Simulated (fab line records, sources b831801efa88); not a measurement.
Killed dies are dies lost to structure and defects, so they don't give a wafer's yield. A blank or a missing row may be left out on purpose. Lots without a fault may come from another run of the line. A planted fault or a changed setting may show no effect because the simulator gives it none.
A struck lot beside a sound one | flow sky130 | 44 steps out of a route of 708
Sound: wafers L852.1, L852.4, L852.5. Struck: wafer L867.3. (L867.1, L867.4 of the same lot were not struck and are left out.) The cause comes at the end.
At each step with rows: each side's tool, then ch and its chambers, then its first start. Under that, the readings that differ: sound wafers | struck wafers | difference of the means | sigmas: that difference in standard deviations of wafers without a fault.
alike: readings whose means differ by less than 2 such deviations, and words and numbers that are the same on both sides. not compared: withheld readings, readings that some wafer has no value for, bounds like >300 that may hide the same value, and numbers for which the record gives no deviation and whose values overlap.
The two part at a step that has a row with sigmas, a row that says differs or no value, or rows on one side only. Numbers that don't overlap but have no deviation are shown without sigmas and don't part them. A reading that every wafer of one side lacks parts them only if that side has two wafers or more.

SKY_VIA2_ETCH_15: etches SiO2 in C4F8/O2/Ar, stops on TiN, target depth 546 nm, time 84 s.
  sound on rie_diel-04 ch 0,2,3, day 37 18:26; struck on rie_diel-04 ch 1, day 42 08:23
  alike: oes_product_au
  not compared: rf_hours_counter_h
then, 4 steps without rows for these wafers: SKY_VIA2_STRIP_16 (strips in O2/N2); SKY_VIA2_STRIP_17 (strips in post etch residue remover, time 1200 s); SKY_VIA2_CLEAN_18 (cleans in IPA, time 180 s); SKY_VIA2_CLEAN_19 (cleans in O3/DIW).
SKY_VIA2_SPUTTER_20: material TiN, target thk 20 nm, time 80 s.
  sound on pvd_sputter-03, day 37 19:06; struck on pvd_sputter-03, day 42 09:03
  alike: chamber_pressure_pa, throttle_valve_pct
SKY_VIA2_CVD_21: deposits W, target thk 420 nm, time 126.4 s.
  sound on cvd_w-01 ch 0,1, day 37 19:10; struck on cvd_w-02 ch 1, day 42 09:07
  alike: chamber_pressure_Torr, heater_power_w
SKY_VIA2_RS_MEAS_22: measures by four-point-probe.
  sound on film_metro-01, day 37 19:17; struck on film_metro-03, day 42 09:14
  alike: VIA2_W_RS
SKY_VIA2_THK_MEAS_23: measures by xrf.
  sound on film_metro-01, day 37 19:25; struck on film_metro-03, day 42 09:22
  alike: VIA2_W_THK
then, 3 steps without rows for these wafers: SKY_VIA2_CMP_24 (polishes, stops on SiO2, t overpolish 20 s, target thk 0 nm); SKY_METAL3_SPUTTER_00 (material Ti, target thk 15 nm, time 10 s); SKY_METAL3_SPUTTER_01 (material TiN, target thk 20 nm, time 16.7 s).
SKY_METAL3_SPUTTER_02: material AlCu, target thk 735 nm, time 39.1 s.
  sound on pvd_sputter-04, day 37 19:49; struck on pvd_sputter-04, day 42 09:46
  reading                                     | sound                | struck | difference | sigmas
  chamber_pressure_pa (Pa)                    | 0.3995 0.4007 0.4009 | 0.4724 | +0.0720    | +89
  throttle_valve_pct (%)                      | 30.2 30.8 30.1       | 28.0   | -2.4       | -3
  model.AlCu_of_METAL3_SPUTTER_02.thk_nm (nm) | 741.2 740.4 738      | 712.5  | -27.4      |
then, 1 step without rows for these wafers: SKY_METAL3_SPUTTER_03 (material Ti, target thk 5 nm, time 3.3 s).
SKY_METAL3_SPUTTER_04: material TiN, target thk 70 nm, time 58.3 s.
  sound on pvd_sputter-04, day 37 19:53; struck on pvd_sputter-04, day 42 09:50
  alike: chamber_pressure_pa, throttle_valve_pct
then, 1 step without rows for these wafers: SKY_CAPM_CVD_00 (deposits SiO2, target thk 15.5 nm).
SKY_CAPM_THK_MEAS_01:
  sound on film_metro-02, day 37 19:57; struck on film_metro-01, day 42 09:54
  alike: CAPM_CVD_00_THK
then, 1 step without rows for these wafers: SKY_CAPM_SPUTTER_02 (material TiN, target thk 200 nm, time 166.7 s).
SKY_CAPM_RS_MEAS_03: measures by four-point-probe.
  sound on film_metro-04, day 37 20:08; struck on film_metro-01, day 42 10:04
  alike: CAPM_TIN_RS
SKY_CAPM_THK_MEAS_04: measures by xrf.
  sound on film_metro-04, day 37 20:15; struck on film_metro-01, day 42 10:11
  alike: CAPM_TIN_THK
then, 7 steps without rows for these wafers: SKY_CAPM_DEHYDRATE_05 (time 60 s); SKY_CAPM_HMDS_06 (prime time 60 s); SKY_CAPM_COAT_07 (resist thk 1140 nm); SKY_CAPM_SOFTBAKE_08 (time 60 s); SKY_CAPM_EXPOSE_09 (exposes mask CAPM, target cd 1000 nm); SKY_CAPM_PEB_10; SKY_CAPM_DEVELOP_11 (develop time 60 s).
SKY_CAPM_OVL_MEAS_12:
  sound on overlay-02, day 38 21:02; struck on overlay-02, day 43 09:23
  alike: CAPM_OVL
then, 1 step without rows for these wafers: SKY_CAPM_METAL_ETCH_13 (etches TiN in Cl2/BCl3, stops on SiO2, target depth 220 nm, time 62.9 s).
SKY_CAPM_STRIP_14: strips in O2/N2.
  sound on plasma_asher-04 ch 0,1, day 38 21:09; struck on plasma_asher-03 ch 0, day 43 09:29
  reading                     | sound          | struck | difference | sigmas
  drypump_motor_current_A (A) | 6.22 6.09 6.23 | 5.52   | -0.66      | -3
  alike: oes_product_au, strip_time_to_endpoint_s
  not compared: rf_hours_counter_h
then, 11 steps without rows for these wafers: SKY_CAPM_STRIP_15 (strips in post etch residue remover, time 1200 s); SKY_CAPM_CLEAN_16 (cleans in IPA, time 180 s); SKY_CAPM_CLEAN_17 (cleans in O3/DIW); SKY_METAL3_DEHYDRATE_05 (time 60 s); SKY_METAL3_HMDS_06 (prime time 60 s); SKY_METAL3_COAT_07 (resist thk 60 nm); SKY_METAL3_COAT_08 (resist thk 1140 nm); SKY_METAL3_SOFTBAKE_09 (time 90 s); SKY_METAL3_EXPOSE_10 (exposes mask MM3, target cd 300 nm); SKY_METAL3_PEB_11; SKY_METAL3_DEVELOP_12 (develop time 60 s).
SKY_METAL3_CD_MEAS_13: target cd 300 nm.
  sound on cd_sem-02, day 39 22:11; struck on cd_sem-01, day 44 09:02
  alike: cd_nm
SKY_METAL3_METAL_ETCH_18: etches the open film in Cl2/BCl3, stops on SiO2, target depth 845 nm, time 183.1 s.
  sound on rie_metal-04 ch 0,1, day 39 22:29; struck on rie_metal-04 ch 1, day 44 09:20
  reading                            | sound             | struck | difference | sigmas
  oes_product_au (a.u.)              | 0.871 0.873 0.866 | 0.855  | -0.015     | -2
  model.etch.depth_nm (nm)           | 872.7 871.8 869.1 | 841.9  | -29.3      |
  model.METAL3.feature_depth_nm (nm) | 872.7 871.8 869.1 | 841.9  | -29.3      |
  alike: drypump_motor_current_A, throttle_valve_pct
  not compared: rf_hours_counter_h
-- the record jumps here: 6 days lie between the struck wafers' starts before and after (it left off in module METAL3 and takes up again in module PAD_OPEN, whose first step shown is number 708 of the route) --
SKY_PAD_OPEN_PROBE_99:
  sound on prober-01, day 46 23:21; struck on prober-01, day 50 11:45
  reading                      | sound                   | struck  | difference | sigmas
  killed_at_other              | 1 2 2                   | 0       | -2         | -3
  sort_bin_3_pad_short (%)     | 1.0 0.2 0.8             | 1.8     | +1.1       | +3
  sort_bin_6_memory (%)        | 6.7 8.1 6.9             | 4.5     | -2.7       | -2
  model.etest.met3.line_ohm_um | 0.1423 0.1413 0.1425    | 0.1465  | +0.0045    |
  model.etest.met3.rs_ohm_sq   | 0.04223 0.04198 0.04245 | 0.04397 | +0.00175   |
  alike: defect_limited_yield, killed_at_M0_to_M3, killed_at_M4_up, killed_at_contacts, killed_at_front_end, killed_dies, killed_open, killed_short, sort_bin_5_function, sort_n_pass, sort_yield_pct

WHERE THEY PART
First at SKY_METAL3_SPUTTER_02; last, within this record, at SKY_PAD_OPEN_PROBE_99.

WHY: what the simulator had put in
Process parameter drift: pvd_sputter-04, from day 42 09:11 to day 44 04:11, at SKY_METAL3_SPUTTER_02. Setting chamber_pressure_pa, moved by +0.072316, from 0.4. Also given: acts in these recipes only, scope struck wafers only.
